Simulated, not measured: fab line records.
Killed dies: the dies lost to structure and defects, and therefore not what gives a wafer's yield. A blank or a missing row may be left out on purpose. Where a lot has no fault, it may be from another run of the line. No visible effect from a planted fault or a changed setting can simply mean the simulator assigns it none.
What tool caused it? + flow sky130 + 36 wafers sampled from 12 lots at 1 step of a route of 708

## WHAT THE GAUGES SHOWED, per wafer
SKY_CAPM_OVL_MEAS_12.
| lot  | measured     | on         | CAPM_OVL (nm)  |
|------|--------------|------------|----------------|
| L074 | day 37 10:19 | overlay-01 | 1.1 0.8 0.0    |
| L077 | day 38 00:25 | overlay-02 | -0.5 -2.6 -1.9 |
| L079 | day 38 16:40 | overlay-02 | -0.4 0.8 1.3   |
| L081 | day 39 21:16 | overlay-02 | 0.3 1.4 0.3    |
| L083 | day 40 02:01 | overlay-02 | 1.7 1.1 0.4    |
| L085 | day 40 14:23 | overlay-01 | 0.0 -0.6 -0.1  |
| L086 | day 41 17:34 | overlay-01 | -0.4 0.4 -1.2  |
| L089 | day 42 05:37 | overlay-01 | -0.2 0.9 0.7   |
| L090 | day 42 09:49 | overlay-01 | 0.4 -1.3 1.4   |
| L093 | day 42 14:58 | overlay-01 | -0.8 -0.1 0.4  |
| L095 | day 43 04:37 | overlay-01 | 0.3 0.9 0.4    |
| L097 | day 43 21:14 | overlay-02 | 0.3 0.4 1.2    |

## TOOL THAT RAN EACH LOT (tool first, then ch and the chambers of the sampled wafers, then the start)
The record shows no process step preceding these readings.

## THE ANSWER, worked out from the rows above alone
Rule: the usual values come from the lots themselves. The widest of any qualifying gaps counts: lots, ordered by their means at a reading, are off when they make up no more than a third of the lots, leave a main group of 4 or more, and stand apart from it by 3 or more times the standard deviation of that group's means. If all means in a main group match to the digits the tables above print for the reading, that group is not used. A lot without any number at a reading at which 4 lots or more have one is off too. All remaining lots with rows at the step are treated as sound.
None of the lots is off at any reading shown; this tells nothing.

## WHAT HAD BEEN PUT IN BY THE SIMULATOR
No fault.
